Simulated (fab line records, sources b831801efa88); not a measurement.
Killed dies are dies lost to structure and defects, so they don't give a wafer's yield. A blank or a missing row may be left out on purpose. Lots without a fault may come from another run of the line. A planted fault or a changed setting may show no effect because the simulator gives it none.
Chamber matching | flow sky130 | SKY_VIA1_CMP_24 on cmp-02: 4 sister chambers
The step polishes, stops on SiO2, t overpolish 15 s, target thk 0 nm. 4 wafers are shown with their chamber, then 7 later ones without.

WAFERS WITH THEIR CHAMBER
wafer  | chamber | motor_current_A (A)
L942.4 | 1       | 12.0
L943.3 | 0       | 9.5
L948.1 | 3       | 11.2
L948.4 | 2       | 12.6

WAFERS WITHOUT THEIR CHAMBER
wafer  | motor_current_A (A)
L948.5 | 11.0
L949.2 | 11.5
L949.5 | 9.3
L949.6 | 12.1
L950.3 | 9.9
L950.4 | 11.4
L950.5 | 12.1

WHICH CHAMBER EACH WENT THROUGH
wafer  | from the rows above     | in truth
L948.5 | 3                       | 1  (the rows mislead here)
L949.2 | can't be placed: 3 or 1 | 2
L949.5 | 0                       | 0
L949.6 | can't be placed: 1 or 2 | 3
L950.3 | 0                       | 0
L950.4 | can't be placed: 3 or 1 | 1
L950.5 | can't be placed: 1 or 2 | 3
Placed correctly: 2 of 7. Can't be placed from these rows: 4 (the true chamber is among the candidates in 1). Placed wrongly: 1.
How it was worked out, from the rows above alone: a wafer's distance from a chamber is the root of the sum, over the readings, of the square of ((its reading less the chamber's mean) divided by the reading's scatter). The wafer belongs to the nearest chamber; if the next one is less than 2 further off, it can't be placed. A chamber's mean is the mean of its shown wafers. The scatter: with one shown wafer a chamber, the root of the mean of the squares of how far each hidden wafer lies from its nearest shown one.
